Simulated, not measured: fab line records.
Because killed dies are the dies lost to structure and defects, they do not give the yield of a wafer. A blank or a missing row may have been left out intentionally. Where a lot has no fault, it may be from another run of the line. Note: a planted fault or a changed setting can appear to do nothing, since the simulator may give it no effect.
Which of the tools did it? | flow gf180mcu | 10 lots with 30 wafers sampled at 5 steps, on a route of 602 steps

WHAT EACH GAUGE READ, for each wafer
GF_M3_RS_MEAS_05: uses a four-point probe to measure.
lot  | measured     | on            | M3_ALCU_RS (ohm/sq)
L859 | day 19 16:35 | film metro-02 | 0.0691 0.0685 0.0698
L863 | day 21 08:39 | film metro-04 | 0.0695 0.0693 0.0684
L864 | day 24 01:06 | film metro-01 | 0.0704 0.0701 0.0687
L865 | day 24 04:43 | film metro-04 | 0.0689 0.0691 0.0685
L866 | day 24 06:02 | film metro-01 | 0.1302 0.0706 0.0706
L868 | day 24 07:55 | film metro-04 | 0.1266 0.1257 0.0683
L871 | day 25 01:41 | film metro-01 | 0.1295 0.1263 0.0718
L875 | day 26 14:46 | film metro-04 | 0.0700 0.0692 0.0699
L881 | day 28 10:13 | film metro-01 | 0.0698 0.0707 0.0703
L880 | day 28 10:34 | film metro-02 | 0.0711 0.0709 0.0692

TOOL THAT RAN EACH LOT (tool first, then ch and the chambers of the sampled wafers, then the start)
lot  | GF_V2_SPUTTER_21             | GF_V2_CMP_26                  | GF_M3_SPUTTER_00             | GF_M3_SPUTTER_02
L859 | pvd sputter-01, day 19 15:41 | cmp-02 ch 0,1,2, day 19 16:04 | pvd sputter-02, day 19 16:22 | pvd sputter-02, day 19 16:30
L863 | pvd sputter-03, day 21 07:43 | cmp-01 ch 0,1, day 21 08:10   | pvd sputter-02, day 21 08:25 | pvd sputter-02, day 21 08:32
L864 | pvd sputter-01, day 24 00:10 | cmp-02 ch 0,1,3, day 24 00:37 | pvd sputter-02, day 24 00:52 | pvd sputter-02, day 24 00:59
L865 | pvd sputter-03, day 24 03:48 | cmp-02 ch 2,3, day 24 04:11   | pvd sputter-04, day 24 04:29 | pvd sputter-04, day 24 04:37
L866 | pvd sputter-03, day 24 05:05 | cmp-02 ch 1,3, day 24 05:29   | pvd sputter-02, day 24 05:47 | pvd sputter-02, day 24 05:55
L868 | pvd sputter-04, day 24 06:59 | cmp-01 ch 0,1,3, day 24 07:23 | pvd sputter-02, day 24 07:41 | pvd sputter-02, day 24 07:49
L871 | pvd sputter-01, day 25 00:46 | cmp-01 ch 0,2, day 25 01:10   | pvd sputter-02, day 25 01:28 | pvd sputter-02, day 25 01:36
L875 | pvd sputter-04, day 26 13:49 | cmp-02 ch 1,2,3, day 26 14:19 | pvd sputter-01, day 26 14:32 | pvd sputter-01, day 26 14:40
L881 | pvd sputter-03, day 28 09:10 | cmp-01 ch 1,2,3, day 28 09:46 | pvd sputter-01, day 28 09:58 | pvd sputter-01, day 28 10:06
L880 | pvd sputter-04, day 28 09:31 | cmp-02 ch 1,2, day 28 10:04   | pvd sputter-02, day 28 10:19 | pvd sputter-02, day 28 10:27
- GF_V2_SPUTTER_21: material Ti, target thk 15 nm, time 80.02 s.
- GF_V2_CMP_26: polishes, stops on SiO2, t overpolish 15 s, target thk 0 nm.
- GF_M3_SPUTTER_00: material Ti, target thk 37.5 nm, time 150 s.
- GF_M3_SPUTTER_02: material AlCu, target thk 450 nm, time 23.9 s.

THE ANSWER, worked out from the rows above alone
Rule: the lots themselves supply what counts as usual. The widest of any qualifying gaps counts: lots, ordered by their means at a reading, are off when they make up no more than a third of the lots, leave a main group of 4 or more, and stand apart from it by 3 or more times the standard deviation of that group's means. A main group whose means are all the same, to the digits that the tables above print for the reading, isn't used. A lot without any number at a reading at which 4 lots or more have one is off too. All remaining lots with rows at the step are treated as sound.
Off: at GF_M3_RS_MEAS_05 (M3_ALCU_RS), L866, L868, L871. Main group: mean 0.0696 ohm/sq, sd 0.00056.
A tool fits if, at a process step before that reading, it ran every lot that is off, and no sound lot after the first of them. Gauges at GF_M3_RS_MEAS_05: tried the same way as those tools. No candidate that was tried fits.

WHAT THE SIMULATOR PUT IN
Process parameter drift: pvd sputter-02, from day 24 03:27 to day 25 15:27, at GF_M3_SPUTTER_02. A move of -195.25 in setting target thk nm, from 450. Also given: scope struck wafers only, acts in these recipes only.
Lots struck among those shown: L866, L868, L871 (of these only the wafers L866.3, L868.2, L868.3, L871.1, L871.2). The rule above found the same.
